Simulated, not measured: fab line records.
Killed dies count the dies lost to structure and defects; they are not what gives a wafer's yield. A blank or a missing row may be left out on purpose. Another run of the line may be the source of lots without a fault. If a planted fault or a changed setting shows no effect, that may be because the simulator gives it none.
fab line records    flow gf180mcu
record lots=5  wafers=15  last-day=33
route steps=602 shown STI@7 DNWELL@32
lots that met no fault: from a run of the same line without faults
start-h: hours from the record's opening day to when the first of the lot's shown wafers began    wait-h: hours from the lot's prior step to this one    " identical to the entry in the row above    L1.1+2: a single row standing in for several wafers    - either no value or no given start    * or withheld: withheld    < > ~ a bound
route shown NAME@n: a module of which the file shows steps, and the number in the route of the first    usual: average and standard deviation across the fault-free wafers    same: alike in all rows    chamber/n: place in a boat    sites: the reading at each site    _std_site: the standard deviation of these    _edge_site: mean of outer sites minus mean of inner sites    radius-mm: for every site, how far away it sits from the centre of the wafer    mask NAME#n: copy n    behind: the most recent tool/chamber to have shaped the wafer    hold: what put the lot on hold/how long, in hours/how the hold closed    device: whichever transistor did not switch (one of n, p or np)    end of line: the route-end tests of the same wafers    for a step that has no rows: nothing shown but its recipe    killed: dies lost to structure and defects at the first sort, not the wafer's yield    map: per-die view of a wafer (x killed, . not killed, _ where there is no die)
set.NAME: the setting that was run; set.NAME@STEP: the one run at that earlier step    model.NAME: the simulator's own value behind a step, which no gauge read
lots seen at some steps along the route; tables by step, rows by wafer
services: when a tool's chamber went out of use (start-h, in hours from the record's first day, below 0 if earlier), for how many hours, and the reason
## steps
# step GF_STI_HMDS_06
# recipe prime-time-s=60  prime-temp-c=120
lot.wafer   tool            chamber  start-h  wait-h
L075.1+2+6  litho-track-02  0        24.82    0.1
L089.2+4+5  litho-track-01  0        95.16    0.1
L090.1+4+6  litho-track-04  0        100.43   0.1
L091.2+3+4  litho-track-02  0        105.55   0.1
L092.1+3+5  litho-track-02  0        110.57   0.1
# step GF_STI_COAT_07
# recipe resist=KrF  spin-rpm=withheld  resist-thk-nm=696.2
lot.wafer   tool            chamber  start-h  wait-h
L075.1+2+6  litho-track-02  0        24.97    0.1
L089.2+4+5  litho-track-01  0        95.31    0.1
L090.1+4+6  litho-track-04  0        100.58   0.1
L091.2+3+4  litho-track-02  0        105.70   0.1
L092.1+3+5  litho-track-02  0        110.72   0.1
# step GF_STI_SOFTBAKE_08
# recipe temp-c=130  time-s=60  resist=KrF
lot.wafer   tool            chamber  start-h  wait-h
L075.1+2+6  litho-track-02  0        25.12    0.1
L089.2+4+5  litho-track-01  0        95.46    0.1
L090.1+4+6  litho-track-04  0        100.73   0.1
L091.2+3+4  litho-track-02  0        105.85   0.1
L092.1+3+5  litho-track-02  0        110.87   0.1
# step GF_STI_EXPOSE_09
# recipe mask-id=COMP  target-cd-nm=220  na=0.68  source-shape=conventional  sigma-outer=0.6  dose-mj=28
lot.wafer   tool            chamber  start-h  wait-h  mask
L075.1+2+6  krf-scanner-01  0        -        -       COMP#0
L089.2+4+5  krf-scanner-02  0        -        -       COMP#0
L090.1+4+6  krf-scanner-02  0        -        -       COMP#0
L091.2+3+4  krf-scanner-02  0        -        -       COMP#0
L092.1+3+5  krf-scanner-01  0        -        -       COMP#0
# step GF_STI_PEB_10
# recipe peb-temp-c=135  peb-time-s=90  resist=KrF
lot.wafer   tool            chamber  start-h  wait-h
L075.1+2+6  litho-track-01  0        -        -
L089.2+4+5  litho-track-01  0        -        -
L090.1+4+6  litho-track-02  0        -        -
L091.2+3+4  litho-track-01  0        -        -
L092.1+3+5  litho-track-01  0        -        -
# step GF_STI_DEVELOP_11
# recipe develop-time-s=60  dev-temp-c=21
# usual developer-temp-C=21.01/0.1
lot.wafer  tool            chamber  start-h  wait-h  developer-temp-C
L075.1     litho-track-01  0        31.29    0.2     21.15
L075.2     "               0        "        "       21.10
L075.6     "               0        "        "       20.95
L089.2     litho-track-01  0        102.56   0.2     20.90
L089.4     "               0        "        "       21.15
L089.5     "               0        "        "       20.92
L090.1     litho-track-02  0        108.02   0.2     20.95
L090.4     "               0        "        "       20.88
L090.6     "               0        "        "       20.94
L091.2     litho-track-01  0        112.91   0.2     21.16
L091.3     "               0        "        "       21.00
L091.4     "               0        "        "       21.02
L092.1     litho-track-01  0        118.14   0.2     21.18
L092.3     "               0        "        "       21.14
L092.5     "               0        "        "       21.07
# step GF_STI_CD_MEAS_12
# recipe target-cd-nm=220
# usual cd-nm=220.2/1.1
lot.wafer  tool       chamber  start-h  wait-h  cd-nm
L075.1     cd-sem-01  -        31.44    0.1     221.5
L075.2     "          -        "        "       221.6
L075.6     "          -        "        "       221.7
L089.2     cd-sem-02  -        102.71   0.1     221.5
L089.4     "          -        "        "       221.4
L089.5     "          -        "        "       222.8
L090.1     cd-sem-01  -        108.17   0.1     220.7
L090.4     "          -        "        "       219.6
L090.6     "          -        "        "       219.3
L091.2     cd-sem-01  -        113.06   0.1     220.9
L091.3     "          -        "        "       221.8
L091.4     "          -        "        "       222.2
L092.1     cd-sem-02  -        118.29   0.1     221.5
L092.3     "          -        "        "       221.0
L092.5     "          -        "        "       220.1
# step GF_STI_ETCH_13
# recipe chemistry=CHF3/O2  stop-on=Si  over-etch-frac=0.3  target-depth-a=2823.1  source-w=600  bias-w=200  pressure-mtorr=40  chf3-flow-sccm=50  O2_flow_sccm=5  time-s=112.9
# usual drypump-motor-current-A=5.9/0.36  oes-product-au=0.829/0.0063  rf-fwd-power-W=596.4/1.9  throttle-valve-pct=8.809/0.0097
lot.wafer  tool         chamber  start-h  wait-h  drypump-motor-current-A  oes-product-au  rf-fwd-power-W  rf-hours-counter-h  throttle-valve-pct
L075.1     rie-diel-02  3        31.56    0.1     5.0                      0.833           599.0           105                 8.807
L075.2     "            2        "        "       6.1                      0.822           596.2           38                  8.832
L075.6     "            3        "        "       5.0                      0.828           596.4           -                   8.823
L089.2     rie-diel-04  2        102.81   0.1     5.8                      0.816           596.6           26                  8.817
L089.4     "            0        "        "       6.3                      0.820           597.1           137                 8.802
L089.5     "            3        "        "       5.3                      0.822           594.7           -                   8.799
L090.1     rie-diel-01  1        108.29   0.1     6.3                      0.832           595.3           72                  8.815
L090.4     "            0        "        "       5.8                      0.831           595.8           -                   8.818
L090.6     "            2        "        "       6.2                      0.821           599.1           -                   8.812
L091.2     rie-diel-01  2        113.16   0.1     6.2                      0.827           595.3           6                   8.806
L091.3     "            0        "        "       5.8                      0.820           597.6           98                  8.814
L091.4     "            2        "        "       6.2                      0.818           598.9           -                   8.820
L092.1     rie-diel-04  1        118.41   0.1     5.8                      0.826           602.0           55                  8.796
L092.3     "            2        "        "       5.7                      0.831           595.5           27                  8.818
L092.5     "            2        "        "       5.7                      0.832           597.0           -                   8.813
# step GF_STI_ETCH_14
# recipe target=Si  chemistry=HBr/Cl2/O2  target-depth-nm=360  icp-w=600  bias-w=150  pressure-mtorr=15  HBr_flow_sccm=150  Cl2_flow_sccm=40  O2_flow_sccm=6  time-s=102.9
# usual drypump-motor-current-A=5.7/0.41  oes-product-au=0.999/0.017  rf-fwd-power-W=596.4/2  throttle-valve-pct=25.656/0.015
lot.wafer  tool       chamber  start-h  wait-h  drypump-motor-current-A  oes-product-au  rf-fwd-power-W  rf-hours-counter-h  throttle-valve-pct
L075.1     rie-si-02  0        31.64    0.0     5.8                      1.011           599.6           121                 25.648
L075.2     "          2        "        "       5.0                      0.995           596.2           146                 25.661
L075.6     "          3        "        "       6.1                      1.015           596.7           -                   25.661
L089.2     rie-si-01  1        102.88   0.0     5.4                      0.989           594.5           10                  25.654
L089.4     "          3        "        "       5.0                      1.026           596.9           15                  25.639
L089.5     "          0        "        "       6.1                      1.009           598.9           -                   25.644
L090.1     rie-si-01  0        108.37   0.0     6.1                      1.003           595.9           70                  25.646
L090.4     "          1        "        "       5.5                      1.002           594.3           10                  25.657
L090.6     "          2        "        "       5.9                      0.968           600.5           -                   25.688
L091.2     rie-si-01  0        113.23   0.0     6.1                      1.003           594.5           70                  25.663
L091.3     "          1        "        "       5.4                      1.002           596.8           10                  25.661
L091.4     "          2        "        "       5.9                      0.972           597.6           3                   25.674
L092.1     rie-si-02  0        118.48   0.0     5.9                      0.992           599.4           122                 25.660
L092.3     "          3        "        "       6.0                      0.997           596.1           -                   25.662
L092.5     "          3        "        "       6.0                      0.998           595.4           -                   25.664
# step GF_STI_STRIP_15
# recipe chemistry=O2/N2  power-w=1400  pressure-mtorr=1500  platen-temp-c=250  o2-flow-sccm=3000  n2-flow-sccm=300  overash-fraction=0.5
# usual drypump-motor-current-A=5.8/0.42  heater-power-w=309/32  oes-product-au=0.379/0.0051  strip-time-to-endpoint-s=3.63/0.068
lot.wafer  tool             chamber  start-h  wait-h  drypump-motor-current-A  heater-power-w  oes-product-au  rf-hours-counter-h  strip-time-to-endpoint-s
L075.1     plasma-asher-02  1        31.71    0.0     6.6                      279             0.378           24                  3.63
L075.2     "                0        "        "       6.3                      357             0.374           24                  3.69
L075.6     "                1        "        "       6.6                      281             0.369           -                   3.58
L089.2     plasma-asher-04  0        102.96   0.0     5.5                      305             0.378           43                  3.57
L089.4     "                1        "        "       5.6                      282             0.384           -                   3.59
L089.5     "                1        "        "       5.6                      277             0.379           -                   3.56
L090.1     plasma-asher-04  1        108.45   0.0     5.6                      275             0.383           44                  3.56
L090.4     "                1        "        "       5.6                      278             0.382           -                   3.67
L090.6     "                1        "        "       5.6                      277             0.379           -                   3.75
L091.2     plasma-asher-02  1        113.31   0.0     6.6                      278             0.387           32                  3.68
L091.3     "                0        "        "       6.3                      353             0.380           -                   3.64
L091.4     "                1        "        "       6.6                      282             0.389           -                   3.75
L092.1     plasma-asher-04  0        118.60   0.1     5.5                      312             0.383           0                   3.58
L092.3     "                1        "        "       5.6                      286             0.376           -                   3.60
L092.5     "                0        "        "       5.5                      323             0.380           -                   3.59
# step GF_STI_CLEAN_16
# recipe chemistry=dHF  time-s=25  dilution=100:1
lot.wafer   tool          chamber  start-h  wait-h
L075.1+2+6  wet-bench-01  1        31.81    0.1
L089.2+4+5  wet-bench-04  2        103.06   0.1
L090.1+4+6  wet-bench-03  3        108.55   0.1
L091.2+3+4  wet-bench-03  0        113.41   0.1
L092.1+3+5  wet-bench-04  3        118.70   0.1
# step GF_STI_WET_ETCH_17
# recipe chemistry=H3PO4  target-depth-nm=45  temp-c=160  target=Si3N4  time-s=514
lot.wafer   tool          chamber  start-h  wait-h
L075.1+2+6  wet-bench-04  1        31.83    0.0
L089.2+4+5  wet-bench-03  0        103.07   0.0
L090.1+4+6  wet-bench-04  2        108.56   0.0
L091.2+3+4  wet-bench-01  3        113.43   0.0
L092.1+3+5  wet-bench-03  1        118.71   0.0
# step GF_STI_CLEAN_18
# recipe chemistry=SC1/SC2  mix=1:4:20  temp-c=70  time-s=150
lot.wafer   tool          chamber  start-h  wait-h
L075.1+2+6  wet-bench-01  2        31.98    0.0
L089.2+4+5  wet-bench-04  0        103.24   0.0
L090.1+4+6  wet-bench-03  3        108.71   0.0
L091.2+3+4  wet-bench-04  1        113.58   0.0
L092.1+3+5  wet-bench-01  0        118.86   0.0
# step GF_STI_CLEAN_19
# recipe chemistry=dHF  time-s=20  dilution=100:1
lot.wafer   tool          chamber  start-h  wait-h
L075.1+2+6  wet-bench-03  3        32.03    0.0
L089.2+4+5  wet-bench-03  2        103.29   0.0
L090.1+4+6  wet-bench-04  3        108.77   0.0
L091.2+3+4  wet-bench-03  3        113.63   0.0
L092.1+3+5  wet-bench-04  0        118.96   0.0
# step GF_STI_WET_ETCH_20
# recipe chemistry=dHF  dilution=100:1  target-depth-nm=20  temp-c=25  dry=ipa-marangoni  target=SiO2  time-s=400
lot.wafer   tool          chamber  start-h  wait-h
L075.1+2+6  wet-bench-01  0        32.04    0.0
L089.2+4+5  wet-bench-04  3        103.30   0.0
L090.1+4+6  wet-bench-03  1        108.78   0.0
L091.2+3+4  wet-bench-01  2        113.64   0.0
L092.1+3+5  wet-bench-03  0        118.98   0.0
# step GF_STI_OXIDATION_21
# recipe temp-c=1000  ambient=O2  stabilise-s=600  purge-s=300  target-thk-a=150  ox-time-s=458
# usual spike-tc-lower-C=997.9/1
lot.wafer  tool        chamber  start-h  wait-h  spike-tc-lower-C
L075.1     furnace-01  0        33.11    0.9     996.2
L075.2     "           0        "        "       997.0
L075.6     "           0        "        "       998.7
L089.2     furnace-01  0        103.42   0.0     997.3
L089.4     "           0        "        "       998.9
L089.5     "           0        "        "       999.2
L090.1     furnace-01  0        108.91   0.0     997.3
L090.4     "           0        "        "       999.5
L090.6     "           0        "        "       995.9
L091.2     furnace-01  0        113.76   0.0     998.5
L091.3     "           0        "        "       997.2
L091.4     "           0        "        "       996.3
L092.1     furnace-02  0        119.09   0.0     998.2
L092.3     "           0        "        "       999.5
L092.5     "           0        "        "       998.2
# step GF_STI_THK_MEAS_22
# recipe reads=SiO2_of_STI_OXIDATION_21
# usual STI_OXIDATION_01_THK=15.02/0.26
lot.wafer  tool           chamber  start-h  wait-h  STI_OXIDATION_01_THK[nm]
L075.1     film-metro-01  -        34.23    0.0     14.92
L075.2     "              -        "        "       15.07
L075.6     "              -        "        "       14.80
L089.2     film-metro-01  -        104.56   0.0     15.11
L089.4     "              -        "        "       15.14
L089.5     "              -        "        "       15.48
L090.1     film-metro-04  -        110.04   0.0     15.03
L090.4     "              -        "        "       15.07
L090.6     "              -        "        "       14.80
L091.2     film-metro-04  -        114.90   0.0     15.01
L091.3     "              -        "        "       15.12
L091.4     "              -        "        "       15.21
L092.1     film-metro-02  -        120.22   0.0     14.81
L092.3     "              -        "        "       14.73
L092.5     "              -        "        "       14.77
# step GF_STI_CVD_23
# recipe material=SiO2  target-thk-nm=650  sigma-open-frac=0.3  time-s=108.3  temp-c=600  sih4-flow-sccm=57.73  pressure-mtorr=6
# usual sih4-flow-sccm=57.73/0.16
lot.wafer  tool       chamber  start-h  wait-h  sih4-flow-sccm
L075.1     hdpcvd-01  1        34.29    0.1     57.53
L075.2     "          0        "        "       57.66
L075.6     "          1        "        "       57.62
L089.2     hdpcvd-02  2        104.61   0.0     57.86
L089.4     "          2        "        "       57.88
L089.5     "          0        "        "       57.73
L090.1     hdpcvd-01  1        110.10   0.1     57.75
L090.4     "          2        "        "       57.91
L090.6     "          0        "        "       57.69
L091.2     hdpcvd-01  0        114.95   0.0     57.71
L091.3     "          2        "        "       57.60
L091.4     "          1        "        "       57.62
L092.1     hdpcvd-02  2        120.28   0.1     57.85
L092.3     "          0        "        "       57.50
L092.5     "          0        "        "       57.57
# step GF_STI_THK_MEAS_24
# recipe reads=SiO2_of_STI_CVD_23
# usual STI_CVD_23_THK=624/8.8
lot.wafer  tool           chamber  start-h  wait-h  STI_CVD_23_THK[nm]
L075.1     film-metro-02  -        34.37    0.0     613
L075.2     "              -        "        "       613
L075.6     "              -        "        "       621
L089.2     film-metro-02  -        104.70   0.0     638
L089.4     "              -        "        "       644
L089.5     "              -        "        "       625
L090.1     film-metro-01  -        110.18   0.0     622
L090.4     "              -        "        "       624
L090.6     "              -        "        "       616
L091.2     film-metro-04  -        115.03   0.0     609
L091.3     "              -        "        "       627
L091.4     "              -        "        "       611
L092.1     film-metro-02  -        120.36   0.0     635
L092.3     "              -        "        "       616
L092.5     "              -        "        "       619
# step GF_STI_CMP_25
# recipe stop-on=Si3N4  t-overpolish-s=33  down-force-psi=4  platen-rpm=60  target-thk-nm=524.6  pad-velocity-m-s=0.94248
# usual motor-current-A=11.6/1.2  overpolish-run-s=33.000/0.0093  time-to-endpoint-s=120/5.7
lot.wafer  tool    chamber  start-h  wait-h  motor-current-A  overpolish-run-s  time-to-endpoint-s
L075.2     cmp-01  1        34.43    0.0     11.7             32.989            114
L075.1     "       3        "        "       11.8             32.998            110
L075.6     "       1        "        "       11.3             32.987            114
L089.4     cmp-01  0        104.75   0.0     13.1             33.014            123
L089.2     "       3        "        "       10.9             32.998            118
L089.5     "       0        "        "       13.4             33.006            124
L090.4     cmp-02  3        110.24   0.0     13.1             32.996            113
L090.1     "       2        "        "       11.6             33.000            121
L090.6     "       0        "        "       9.8              33.001            118
L091.4     cmp-02  0        115.08   0.0     9.9              32.997            120
L091.3     "       2        "        "       11.9             33.003            125
L091.2     "       3        "        "       12.5             33.012            113
L092.1     cmp-02  0        120.42   0.1     9.0              32.996            118
L092.3     "       2        "        "       11.4             32.991            116
L092.5     "       0        "        "       9.5              32.998            117
# step GF_STI_WET_ETCH_26
# recipe chemistry=dHF  target-depth-nm=94  target=SiO2  temp-c=25  dilution=10:1  time-s=188
lot.wafer   tool          chamber  start-h  wait-h
L075.1+2+6  wet-bench-04  2        34.73    0.1
L089.2+4+5  wet-bench-03  3        105.05   0.1
L090.1+4+6  wet-bench-01  0        110.54   0.1
L091.2+3+4  wet-bench-04  1        115.38   0.1
L092.1+3+5  wet-bench-01  2        120.72   0.2
# step GF_STI_WET_ETCH_27
# recipe chemistry=H3PO4  target-depth-nm=160  target=Si3N4  temp-c=160  time-s=1825
lot.wafer   tool          chamber  start-h  wait-h
L075.1+2+6  wet-bench-03  2        34.79    0.0
L089.2+4+5  wet-bench-04  2        105.11   0.0
L090.1+4+6  wet-bench-03  0        110.60   0.0
L091.2+3+4  wet-bench-03  2        115.45   0.0
L092.1+3+5  wet-bench-04  2        120.84   0.0
# step GF_STI_WET_ETCH_28
# recipe chemistry=dHF  target-depth-nm=20  dry=ipa-marangoni  target=SiO2  temp-c=25  dilution=10:1  time-s=40
lot.wafer   tool          chamber  start-h  wait-h
L075.1+2+6  wet-bench-04  1        35.31    0.0
L089.2+4+5  wet-bench-03  1        105.63   0.0
L090.1+4+6  wet-bench-04  2        111.16   0.0
L091.2+3+4  wet-bench-01  3        115.97   0.0
L092.1+3+5  wet-bench-03  0        121.36   0.0
# step GF_STI_OXIDATION_29
# recipe temp-c=900  ambient=O2  stabilise-s=600  purge-s=300  target-thk-a=100  ox-time-s=1418
# usual spike-tc-lower-C=898.2/1
lot.wafer  tool        chamber  start-h  wait-h  spike-tc-lower-C
L075.1     furnace-01  0        36.66    1.3     897.7
L075.2     "           0        "        "       897.9
L075.6     "           0        "        "       897.4
L089.2     furnace-01  0        106.51   0.9     898.1
L089.4     "           0        "        "       898.3
L089.5     "           0        "        "       897.2
L090.1     furnace-01  0        111.51   0.3     897.4
L090.4     "           0        "        "       898.0
L090.6     "           0        "        "       898.2
L091.2     furnace-01  0        116.49   0.5     898.0
L091.3     "           0        "        "       899.0
L091.4     "           0        "        "       896.6
L092.1     furnace-01  0        121.98   0.6     897.1
L092.3     "           0        "        "       895.5
L092.5     "           0        "        "       896.8
# step GF_STI_THK_MEAS_30
# recipe reads=SiO2_of_STI_OXIDATION_29
# usual STI_OXIDATION_02_THK=9.90/0.21
lot.wafer  tool           chamber  start-h  wait-h  STI_OXIDATION_02_THK[nm]
L075.1     film-metro-04  -        38.05    0.0     10.00
L075.2     "              -        "        "       10.04
L075.6     "              -        "        "       9.96
L089.2     film-metro-01  -        107.92   0.0     10.22
L089.4     "              -        "        "       10.20
L089.5     "              -        "        "       10.00
L090.1     film-metro-01  -        112.91   0.0     10.34
L090.4     "              -        "        "       10.15
L090.6     "              -        "        "       10.24
L091.2     film-metro-01  -        117.89   0.0     10.07
L091.3     "              -        "        "       10.33
L091.4     "              -        "        "       10.24
L092.1     film-metro-01  -        123.37   0.0     10.03
L092.3     "              -        "        "       10.06
L092.5     "              -        "        "       10.09
# step GF_DNWELL_DEHYDRATE_00
# recipe temp-c=200  time-s=60
lot.wafer   tool            chamber  start-h  wait-h
L075.1+2+6  litho-track-03  0        43.62    5.6
L089.2+4+5  litho-track-01  0        114.61   6.7
L090.1+4+6  litho-track-01  0        119.99   7.1
L091.2+3+4  litho-track-01  0        124.41   6.5
L092.1+3+5  litho-track-04  0        130.63   7.2
# step GF_DNWELL_HMDS_01
# recipe prime-time-s=60  prime-temp-c=120
lot.wafer   tool            chamber  start-h  wait-h
L075.1+2+6  litho-track-03  0        43.77    0.1
L089.2+4+5  litho-track-01  0        114.76   0.1
L090.1+4+6  litho-track-01  0        120.14   0.1
L091.2+3+4  litho-track-01  0        124.56   0.1
L092.1+3+5  litho-track-04  0        130.78   0.1
# step GF_DNWELL_COAT_02
# recipe spin-rpm=2000  resist-thk-nm=3000
lot.wafer   tool            chamber  start-h  wait-h
L075.1+2+6  litho-track-03  0        43.92    0.1
L089.2+4+5  litho-track-01  0        114.91   0.1
L090.1+4+6  litho-track-01  0        120.29   0.1
L091.2+3+4  litho-track-01  0        124.71   0.1
L092.1+3+5  litho-track-04  0        130.93   0.1
# step GF_DNWELL_SOFTBAKE_03
# recipe temp-c=110  time-s=withheld
lot.wafer   tool            chamber  start-h  wait-h
L075.1+2+6  litho-track-03  0        44.07    0.1
L089.2+4+5  litho-track-01  0        115.07   0.1
L090.1+4+6  litho-track-01  0        120.44   0.1
L091.2+3+4  litho-track-01  0        124.87   0.1
L092.1+3+5  litho-track-04  0        131.08   0.1
# step GF_DNWELL_EXPOSE_04
# recipe mask-id=DNWELL  target-cd-nm=1700  na=0.6  source-shape=conventional  sigma-outer=0.6  dose-mj=260
lot.wafer   tool              chamber  start-h  wait-h  mask
L075.1+2+6  iline-stepper-02  0        -        -       DNWELL#0
L089.2+4+5  iline-stepper-02  0        -        -       DNWELL#0
L090.1+4+6  iline-stepper-02  0        -        -       DNWELL#0
L091.2+3+4  iline-stepper-01  0        -        -       DNWELL#0
L092.1+3+5  iline-stepper-02  0        -        -       DNWELL#0
# step GF_DNWELL_PEB_05
# recipe temp-c=115  time-s=withheld
lot.wafer   tool            chamber  start-h  wait-h
L075.1+2+6  litho-track-01  0        -        -
L089.2+4+5  litho-track-04  0        -        -
L090.1+4+6  litho-track-03  0        -        -
L091.2+3+4  litho-track-04  0        -        -
L092.1+3+5  litho-track-03  0        -        -
# step GF_DNWELL_DEVELOP_06
# recipe wall-angle-deg=90  develop-time-s=60  dev-temp-c=23
# usual developer-temp-C=22.98/0.1
lot.wafer  tool            chamber  start-h  wait-h  developer-temp-C
L075.1     litho-track-01  0        -        -       22.97
L075.2     "               0        "        "       22.87
L075.6     "               0        "        "       22.78
L089.2     litho-track-04  0        -        -       23.04
L089.4     "               0        "        "       23.10
L089.5     "               0        "        "       22.87
L090.1     litho-track-03  0        -        -       22.87
L090.4     "               0        "        "       23.04
L090.6     "               0        "        "       23.04
L091.2     litho-track-04  0        -        -       23.08
L091.3     "               0        "        "       23.02
L091.4     "               0        "        "       22.94
L092.1     litho-track-03  0        -        -       22.77
L092.3     "               0        "        "       23.11
L092.5     "               0        "        "       22.92
## services
tool              chamber  start-h  hours  kind
krf-scanner-01    -        3.37     1.3    pm
krf-scanner-02    -        3.77     0.4    repair
cmp-01            -        8.01     6.1    repair
cmp-02            -        12.18    5.5    repair
krf-scanner-01    -        22.09    1.0    pm
cmp-02            -        26.39    2.6    repair
plasma-asher-04   -        27.58    1.3    repair
krf-scanner-01    -        29.53    0.8    pm
krf-scanner-02    -        36.06    4.4    pm
rie-diel-01       -        40.29    2.8    pm
cmp-02            -        51.19    5.8    pm
furnace-01        -        53.94    4.1    pm
cmp-02            -        64.16    4.0    pm
cmp-02            -        64.28    4.5    repair
krf-scanner-01    -        70.36    7.2    repair
krf-scanner-02    -        77.59    0.8    pm
rie-si-01         2        78.52    7.1    repair
rie-si-01         -        90.00    0.3    repair
iline-stepper-02  -        93.82    12.2   repair
furnace-01        -        96.48    3.7    pm
wet-bench-01      -        97.58    11.3   repair
iline-stepper-02  -        106.04   1.7    pm
plasma-asher-04   -        108.75   9.0    pm
krf-scanner-02    -        126.84   1.3    pm
## key
fault none
